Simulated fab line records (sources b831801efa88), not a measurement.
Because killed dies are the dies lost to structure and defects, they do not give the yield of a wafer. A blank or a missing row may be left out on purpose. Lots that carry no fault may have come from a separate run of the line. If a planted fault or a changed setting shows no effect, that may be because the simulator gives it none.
One fault through the eyes of 2 desks / flow gf180mcu / every desk sees just its own numbers, and what lay behind them comes last

== THE METROLOGY DESK ==
What the gauges read, lot by lot, whatever tool the lot ran on: means of the sampled wafers that have a number. The brackets show how far a lot's mean lies from the usual mean; more than 4 standard deviations puts the lot out of limits, marked OUT.
Columns: A = cd-nm at GF_M1_CD_MEAS_14, usual 229.9 nm
lot=L901; first seen here=day 17 07:51; A=229.9
lot=L903; first seen here=day 18 04:22; A=230.7
lot=L905; first seen here=day 19 12:36; A=228.3
lot=L907; first seen here=day 19 21:37; A=229.3
lot=L910; first seen here=day 21 05:02; A=230.3
lot=L912; first seen here=day 21 19:46; A=230.3
lot=L913; first seen here=day 22 10:05; A=229.3
lot=L914; first seen here=day 22 11:12; A=230.2
lot=L915; first seen here=day 23 00:40; A=230.7
lot=L917; first seen here=day 23 16:31; A=229.9
lot=L920; first seen here=day 24 06:30; A=229.3
lot=L921; first seen here=day 24 18:47; A=230.3
lot=L922; first seen here=day 25 04:10; A=230.1
lot=L923; first seen here=day 25 09:02; A=231.0
This desk's verdict: no lot among the 14 shows anything out of limits.

== DESK OF THE TOOL OWNER: rtp-anneal-02 ==
Per lot that ran on this tool, the mean of the sampled wafers carrying a number, from the tool's own readings at GF_SALICIDE_RTA_08 (time 30 s). The brackets show how far a lot's mean lies from the usual mean; more than 4 standard deviations puts the lot out of limits, marked OUT.
Columns: A = chamber-o2-ppm at GF_SALICIDE_RTA_08, usual 2.002; B = lamp-power-pct at GF_SALICIDE_RTA_08, usual 17.5 %; C = wafer_temp_C_max at GF_SALICIDE_RTA_08, usual 804.4
lot=L905; first seen here=day 17 10:40; A=2.008; B=19.0; C=805.5
lot=L907; first seen here=day 17 18:56; A=2.007; B=19.0; C=807.1
lot=L913; first seen here=day 20 08:05; A=2.005; B=28.4 (+11) OUT; C=939.0 (+99 or more) OUT
lot=L914; first seen here=day 20 09:22; A=1.996; B=28.4 (+11) OUT; C=938.8 (+99 or more) OUT
This desk's finding: out of limits on L913, L914; first on L913, day 20 08:05 (lamp-power-pct at GF_SALICIDE_RTA_08). Within limits: L905, L907.

== ALL TOGETHER ==
The tool owner's desk had the chance to raise an alarm at day 20 08:05 on L913, L914.
Metrology desk: nothing out of limits seen.
The metrology desk holds a record of L913, L914, inside its limits.
The lots listed all ran GF_SALICIDE_RTA_08 on rtp-anneal-02.

== WHAT THE SIMULATOR HAD PUT IN ==
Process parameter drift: rtp-anneal-02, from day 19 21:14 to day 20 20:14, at GF_SALICIDE_RTA_08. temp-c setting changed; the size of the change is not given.
Shown lots that were struck: L913, L914.
Delay in hours, fault start to first out-of-limits reading, by desk: the tool owner's desk at 11.
